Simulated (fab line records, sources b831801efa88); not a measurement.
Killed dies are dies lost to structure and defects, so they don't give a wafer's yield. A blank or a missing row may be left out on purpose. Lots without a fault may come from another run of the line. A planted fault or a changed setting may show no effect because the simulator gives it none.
fab line records | flow sky130
record lots=6 wafers=18 last_day=50
route steps=708 shown FIELD_ISO@7 PAD_OPEN@708
lots that met no fault: from a run of the same line without faults
start_h: hours from the record's first day to the start of the lot's first wafer shown | wait_h: hours since the lot's step before | " the same as in the row above | L1.1+2: a row that stands for several wafers | - no value, or no start given | * or withheld: withheld | < > ~ a bound
route shown NAME@n: a module of which the file shows steps, and the number in the route of the first | usual: mean/standard deviation of fault-free wafers | same: alike in all rows | chamber/n: place in a boat | sites: the reading at each site | _std_site: their standard deviation | _edge_site: outer sites' mean less inner sites' | radius_mm: how far each site lies from the wafer's centre | mask NAME#n: copy n | behind: the tool/chamber that last shaped the wafer | hold: why the lot was held/for how many hours/how that ended | device: the transistor (n, p or np) that didn't switch | end of line: the same wafers' tests at the end of the route | a step without rows: its recipe alone | killed: dies lost to structure and defects at the first sort, not the wafer's yield | map: a wafer's dies, x killed, . not, _ none there
set.NAME: the setting as run; set.NAME@STEP: as run at that earlier step | model.NAME: the simulator's own value behind a step, which no gauge read
lots at some steps of the route; a table a step, a row a wafer
services: from which hour (start_h, from the record's first day; less than 0 if before it) a tool's chamber was out of use, for how many hours, and why
## steps
# step SKY_FIELD_ISO_HMDS_06
# recipe prime_time_s=60 prime_temp_c=120
# step SKY_FIELD_ISO_COAT_07
# recipe resist=BARC temp_c=withheld time_s=withheld spin_rpm=3000 resist_thk_nm=60
# step SKY_FIELD_ISO_COAT_08
# recipe resist=KrF-thick spin_rpm=3000 resist_thk_nm=450
# step SKY_FIELD_ISO_SOFTBAKE_09
# recipe temp_c=100 time_s=90 resist=KrF-thick
# step SKY_FIELD_ISO_EXPOSE_10
# recipe mask_id=FOM na=0.68 source_shape=annular sigma_inner=0.4 sigma_outer=0.8 target_cd_nm=150 dose_mj=28
# step SKY_FIELD_ISO_PEB_11
# recipe peb_temp_c=withheld peb_time_s=withheld resist=KrF-thick
# step SKY_FIELD_ISO_DEVELOP_12
# recipe develop_time_s=60 resist=KrF-thick dev_temp_c=21
# step SKY_FIELD_ISO_CD_MEAS_13
# recipe target_cd_nm=150
# usual cd_nm=150.6/1.5
# columns lot.wafer tool chamber start_h wait_h cd_nm
L269.2 cd_sem-02 - 33.69 - 150.2
L269.4 " - " " 148.9
L269.5 " - " " 149.6
L273.2 cd_sem-02 - 55.14 - 151.2
L273.3 " - " " 151.4
L273.4 " - " " 152.1
L276.4 cd_sem-01 - 70.13 - 150.1
L276.5 " - " " 152.3
L276.6 " - " " 150.5
L287.2 cd_sem-02 - 128.99 - 150.1
L287.4 " - " " 148.9
L287.6 " - " " 149.5
L288.1 cd_sem-02 - 134.05 - 149.3
L288.2 " - " " 150.5
L288.5 " - " " 149.3
L290.1 cd_sem-01 - 142.72 - 149.7
L290.4 " - " " 152.6
L290.6 " - " " 150.1
# step SKY_FIELD_ISO_ETCH_14
# recipe chemistry=N2/H2 target=BARC ion_energy_ev=200 source_w=500 bias_w=100 pressure_mtorr=30 n2_flow_sccm=100 h2_flow_sccm=200 stop_on=SiO2 time_s=45.9 target_depth_a=600
# usual drypump_motor_current_A=5.5/0.57 oes_product_au=0.855/0.0045 run_length_s=74.1/0.45 throttle_valve_pct=13.226/0.0091
# columns lot.wafer tool chamber start_h wait_h drypump_motor_current_A oes_product_au rf_hours_counter_h run_length_s throttle_valve_pct
L269.2 rie_diel-01 2 33.79 0.1 5.4 0.849 106 73.4 13.243
L269.4 " 1 " " 5.4 0.844 61 73.6 13.227
L269.5 " 0 " " 5.1 0.854 - 74.2 13.228
L273.2 rie_diel-04 1 55.24 0.1 6.8 0.857 141 73.8 13.230
L273.3 " 3 " " 5.8 0.852 122 74.9 13.225
L273.4 " 0 " " 5.1 0.857 8 73.4 13.205
L276.4 rie_diel-03 2 70.19 0.0 6.0 0.851 136 74.3 13.250
L276.5 " 3 " " 5.7 0.852 - 74.1 13.237
L276.6 " 2 " " 6.0 0.855 - 74.5 13.232
L287.2 rie_diel-03 1 129.09 0.1 4.9 0.859 81 74.6 13.241
L287.4 " 3 " " 5.7 0.856 87 74.2 13.231
L287.6 " 0 " " 4.9 0.862 - 73.8 13.217
L288.1 rie_diel-01 1 134.17 0.1 5.5 0.854 63 74.1 13.225
L288.2 " 0 " " 5.2 0.855 8 74.0 13.223
L288.5 " 0 " " 5.1 0.860 - 73.7 13.234
L290.1 rie_diel-03 1 142.84 0.1 4.8 0.863 81 74.5 13.227
L290.4 " 0 " " 4.9 0.853 103 73.9 13.227
L290.6 " 3 " " 5.7 0.861 - 74.0 13.226
# step SKY_FIELD_ISO_ETCH_15
# recipe chemistry=CHF3/O2 target_depth_nm=180 stop_on=Si source_w=600 bias_w=200 pressure_mtorr=40 chf3_flow_sccm=50 O2_flow_sccm=5 time_s=72
# usual drypump_motor_current_A=5.5/0.55 oes_product_au=0.947/0.0068 run_length_s=100.2/0.48 throttle_valve_pct=8.845/0.0098
# columns lot.wafer tool chamber start_h wait_h drypump_motor_current_A oes_product_au rf_hours_counter_h run_length_s throttle_valve_pct
L269.2 rie_diel-01 2 33.84 0.0 5.4 0.959 106 99.4 8.837
L269.4 " 1 " " 5.4 0.963 61 100.2 8.854
L269.5 " 0 " " 5.1 0.957 - 99.9 8.843
L273.2 rie_diel-04 1 55.29 0.0 6.8 0.945 141 100.0 8.854
L273.3 " 3 " " 5.8 0.950 122 101.4 8.849
L273.4 " 0 " " 5.1 0.947 8 100.2 8.850
L276.4 rie_diel-03 2 70.23 0.0 6.0 0.953 136 101.0 8.842
L276.5 " 3 " " 5.7 0.948 - 100.4 8.859
L276.6 " 2 " " 6.0 0.942 - 100.3 8.823
L287.2 rie_diel-03 1 129.13 0.0 4.8 0.946 81 100.7 8.862
L287.4 " 3 " " 5.7 0.939 87 100.7 8.845
L287.6 " 0 " " 4.9 0.949 - 99.7 8.848
L288.1 rie_diel-01 1 134.21 0.0 5.4 0.949 63 99.6 8.857
L288.2 " 0 " " 5.1 0.954 8 100.0 8.845
L288.5 " 0 " " 5.1 0.936 - 99.8 8.843
L290.1 rie_diel-03 1 142.88 0.0 4.8 0.937 81 100.8 8.833
L290.4 " 0 " " 4.9 0.941 103 99.6 8.835
L290.6 " 3 " " 5.7 0.935 - 100.4 8.861
# step SKY_FIELD_ISO_STRIP_16
# recipe chemistry=O2/N2 power_w=1400 pressure_mtorr=1500 platen_temp_c=withheld o2_flow_sccm=3000 n2_flow_sccm=300 overash_fraction=0.5
# usual drypump_motor_current_A=5.5/0.53 oes_product_au=0.379/0.0039 strip_time_to_endpoint_s=3.552/0.024
# columns lot.wafer tool chamber start_h wait_h drypump_motor_current_A oes_product_au rf_hours_counter_h strip_time_to_endpoint_s
L269.2 plasma_asher-04 0 33.89 0.0 5.1 0.384 37 3.540
L269.4 " 0 " " 5.1 0.378 - 3.546
L269.5 " 0 " " 5.1 0.384 - 3.560
L273.2 plasma_asher-03 0 55.34 0.0 5.0 0.382 24 3.593
L273.3 " 1 " " 5.8 0.383 - 3.585
L273.4 " 0 " " 5.0 0.381 - 3.582
L276.4 plasma_asher-03 0 70.32 0.1 5.0 0.378 - 3.578
L276.5 " 1 " " 5.8 0.379 - 3.575
L276.6 " 0 " " 5.0 0.373 - 3.554
L287.2 plasma_asher-04 0 129.19 0.0 5.1 0.380 1 3.563
L287.4 " 1 " " 5.1 0.379 - 3.589
L287.6 " 1 " " 5.1 0.390 - 3.600
L288.1 plasma_asher-03 1 134.27 0.0 5.8 0.382 31 3.542
L288.2 " 0 " " 5.0 0.378 31 3.523
L288.5 " 0 " " 5.0 0.382 - 3.508
L290.1 plasma_asher-02 1 142.94 0.0 6.3 0.376 46 3.569
L290.4 " 1 " " 6.3 0.380 - 3.549
L290.6 " 1 " " 6.3 0.377 - 3.577
# step SKY_FIELD_ISO_ETCH_17
# recipe target_depth_a=3420 mask_material=Si3N4 chemistry=HBr/Cl2/O2 target=Si taper_deg=5 icp_w=600 bias_w=150 pressure_mtorr=15 HBr_flow_sccm=150 Cl2_flow_sccm=40 O2_flow_sccm=6 time_s=97.7
# usual drypump_motor_current_A=5.9/0.31 oes_product_au=1.001/0.0078 run_length_s=126.2/0.35 throttle_valve_pct=25.655/0.011
# columns lot.wafer tool chamber start_h wait_h drypump_motor_current_A oes_product_au rf_hours_counter_h run_length_s throttle_valve_pct
L269.2 rie_si-02 1 33.99 0.1 5.9 1.001 1 125.8 25.674
L269.4 " 3 " " 5.7 1.006 3 126.2 25.658
L269.5 " 0 " " 5.2 0.991 - 126.0 25.634
L273.2 rie_si-02 0 55.44 0.1 5.3 0.990 3 126.4 25.658
L273.3 " 3 " " 5.7 0.994 3 126.2 25.670
L273.4 " 1 " " 5.8 1.002 1 125.7 25.645
L276.4 rie_si-01 1 70.39 0.0 6.3 1.007 103 125.9 25.648
L276.5 " 1 " " 6.4 1.012 - 126.0 25.656
L276.6 " 0 " " 5.8 1.009 - 126.5 25.650
L287.2 rie_si-02 2 129.29 0.1 5.9 1.010 39 126.5 25.650
L287.4 " 3 " " 5.7 0.999 4 126.1 25.657
L287.6 " 2 " " 5.9 0.997 - 127.0 25.667
L288.1 rie_si-01 3 134.37 0.1 6.1 1.000 3 125.7 25.656
L288.2 " 2 " " 6.2 1.003 99 126.5 25.638
L288.5 " 3 " " 6.1 1.010 - 126.3 25.655
L290.1 rie_si-01 2 143.04 0.1 6.2 1.003 99 127.0 25.648
L290.4 " 3 " " 6.1 0.993 3 126.1 25.664
L290.6 " 3 " " 6.1 0.995 - 125.9 25.650
# step SKY_FIELD_ISO_WET_ETCH_18
# recipe chemistry=H3PO4 target_depth_nm=25 temp_c=160 target=Si3N4 time_s=286
# usual run_length_s=313/3.2
# columns lot.wafer tool chamber start_h wait_h run_length_s
L269.2 wet_bench-04 1 34.06 0.0 319
L269.4 " 1 " " 319
L269.5 " 1 " " 319
L273.2 wet_bench-04 3 55.51 0.0 336
L273.3 " 3 " " 336
L273.4 " 3 " " 336
L276.4 wet_bench-04 3 70.46 0.0 336
L276.5 " 3 " " 336
L276.6 " 3 " " 336
L287.2 wet_bench-02 3 129.36 0.0 320
L287.4 " 3 " " 320
L287.6 " 3 " " 320
L288.1 wet_bench-01 1 134.44 0.0 313
L288.2 " 1 " " 313
L288.5 " 1 " " 313
L290.1 wet_bench-04 2 143.11 0.0 312
L290.4 " 2 " " 312
L290.6 " 2 " " 312
# step SKY_FIELD_ISO_CLEAN_19
# recipe chemistry=SC1/SC2 mix=1:4:20 temp_c=70 time_s=150
# step SKY_PAD_OPEN_PROBE_99
# usual killed_at_M0_to_M3=43/7.4 killed_at_M4_up=3.1/1.9 killed_at_contacts=25/5.4 killed_at_front_end=15/4.3 killed_at_other=0.3/0.54 killed_dies=86/10 killed_open=46/7.4 killed_short=40/7
# same gross_dies=492 killed_at_back_side=0
# columns lot.wafer tool chamber start_h wait_h killed_at_M0_to_M3 killed_at_M4_up killed_at_contacts killed_at_front_end killed_at_other killed_dies killed_open killed_short
L269.2 prober-02 - 1080.68 0.1 47 2 25 14 0 88 49 38
L269.4 prober-02 - 1080.78 0.2 51 4 41 9 0 105 56 49
L269.5 prober-02 - 1080.83 0.2 49 3 25 12 0 89 45 44
L273.2 prober-02 - 1105.40 0.1 46 3 22 15 1 87 48 39
L273.3 prober-02 - 1105.45 0.2 40 7 25 8 0 80 35 45
L273.4 prober-02 - 1105.50 0.2 75 4 18 21 0 118 61 57
L288.1 prober-01 - 1191.12 0.1 34 2 27 14 0 77 40 35
L288.2 prober-01 - 1191.17 0.1 37 0 27 17 0 81 39 38
L288.5 prober-01 - 1191.32 0.2 44 4 27 11 0 86 46 40
# killed by level:class
L269.2 CONTACT:geometric_particle:open=12 VIA1:geometric_particle:open=11 VIA3:geometric_particle:open=7 LI_CONTACT:geometric_particle:open=6 METAL1:geometric_particle:short=5 VIA2:geometric_particle:open=5 VIA2:geometric_particle:short=5 CONTACT:geometric_particle:short=4
L269.4 VIA1:geometric_particle:open=13 CONTACT:geometric_particle:short=10 LI_CONTACT:geometric_particle:open=9 CONTACT:geometric_particle:open=9 VIA3:geometric_particle:open=9 METAL2:geometric_particle:short=7 LOCAL_INTERCONNECT:geometric_particle:short=7 VIA2:geometric_particle:open=7
L269.5 CONTACT:geometric_particle:open=11 METAL1:geometric_particle:short=9 VIA3:geometric_particle:open=8 VIA1:geometric_particle:open=7 VIA3:geometric_particle:short=6 VIA2:geometric_particle:open=6 METAL2:geometric_particle:short=5 LI_CONTACT:geometric_particle:open=4
L273.2 VIA1:geometric_particle:open=19 LI_CONTACT:geometric_particle:open=7 VIA1:geometric_particle:short=6 LOCAL_INTERCONNECT:geometric_particle:short=5 CONTACT:geometric_particle:open=5 METAL2:geometric_particle:short=5 VIA3:geometric_particle:open=5 SPACER:geometric_particle:short=4
L273.3 VIA1:geometric_particle:open=8 METAL2:geometric_particle:short=8 LI_CONTACT:geometric_particle:open=7 METAL4:geometric_particle:short=7 VIA2:geometric_particle:open=6 CONTACT:geometric_particle:short=5 LOCAL_INTERCONNECT:geometric_particle:short=5 CONTACT:geometric_particle:open=5
L273.4 VIA1:geometric_particle:open=17 VIA2:geometric_particle:open=13 METAL2:geometric_particle:short=9 LOCAL_INTERCONNECT:geometric_particle:short=8 VIA3:geometric_particle:open=8 FIELD_ISO:geometric_particle:short=6 METAL1:geometric_particle:short=6 FIELD_ISO:geometric_particle:open=5
L288.1 CONTACT:geometric_particle:open=10 VIA1:geometric_particle:open=10 METAL1:geometric_particle:short=6 LI_CONTACT:geometric_particle:open=5 CONTACT:geometric_particle:short=5 METAL2:geometric_particle:short=5 VIA2:geometric_particle:open=5 VIA3:geometric_particle:open=4
L288.2 CONTACT:geometric_particle:open=10 VIA1:geometric_particle:open=8 LI_CONTACT:geometric_particle:open=7 CONTACT:geometric_particle:short=6 VIA3:geometric_particle:open=5 VIA3:geometric_particle:short=5 FIELD_ISO:geometric_particle:short=4 VIA1:geometric_particle:short=4
L288.5 VIA3:geometric_particle:open=10 CONTACT:geometric_particle:open=9 VIA1:geometric_particle:open=9 METAL2:geometric_particle:short=8 LI_CONTACT:geometric_particle:open=6 CONTACT:geometric_particle:short=6 METAL1:geometric_particle:short=5 VIA2:geometric_particle:short=5
## services
# columns tool chamber start_h hours kind
wet_bench-04 - 34.29 4.1 repair
rie_diel-04 - 46.64 0.6 repair
rie_si-02 0 51.33 1.0 repair
rie_si-01 2 53.00 5.5 repair
rie_si-02 - 57.20 0.7 repair
rie_diel-04 - 68.74 2.8 pm
rie_si-02 2 72.88 8.3 repair
plasma_asher-04 - 108.75 9.0 pm
plasma_asher-04 0 108.75 9.0 vent_cycle
plasma_asher-04 1 108.75 9.0 vent_cycle
rie_diel-04 3 109.79 2.3 repair
rie_diel-03 - 114.59 0.7 repair
plasma_asher-04 0 117.75 - clean
plasma_asher-04 1 117.75 - clean
rie_diel-04 0 121.46 6.9 repair
rie_diel-04 2 122.31 4.3 repair
rie_si-02 1 136.88 111.6 repair
rie_diel-04 3 141.28 9.4 repair
## key
first_sign step=SKY_FIELD_ISO_WET_ETCH_18 reading=run_length_s direction=up sigmas=7.1 usual=* struck=*
effect none on later readings
met_at SKY_FIELD_ISO_WET_ETCH_18
struck_wafers L273.2,L273.3,L273.4,L276.4,L276.5,L276.6
tester_left_out L273,L276
fault kind=process_parameter_drift tool=wet_bench-04 chamber=3 onset_h=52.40 steps=SKY_FIELD_ISO_WET_ETCH_18 channel=time_s offset=* shape=step end_h=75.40 acts_in=* stated=*
# tester_left_out: of these lots the tester's yield and bins aren't shown, on N5 and GAA mostly nor the transistor test; their killed dies are dies lost to structure and defects alone, not to doping, threshold or leakage, so they don't give the yield
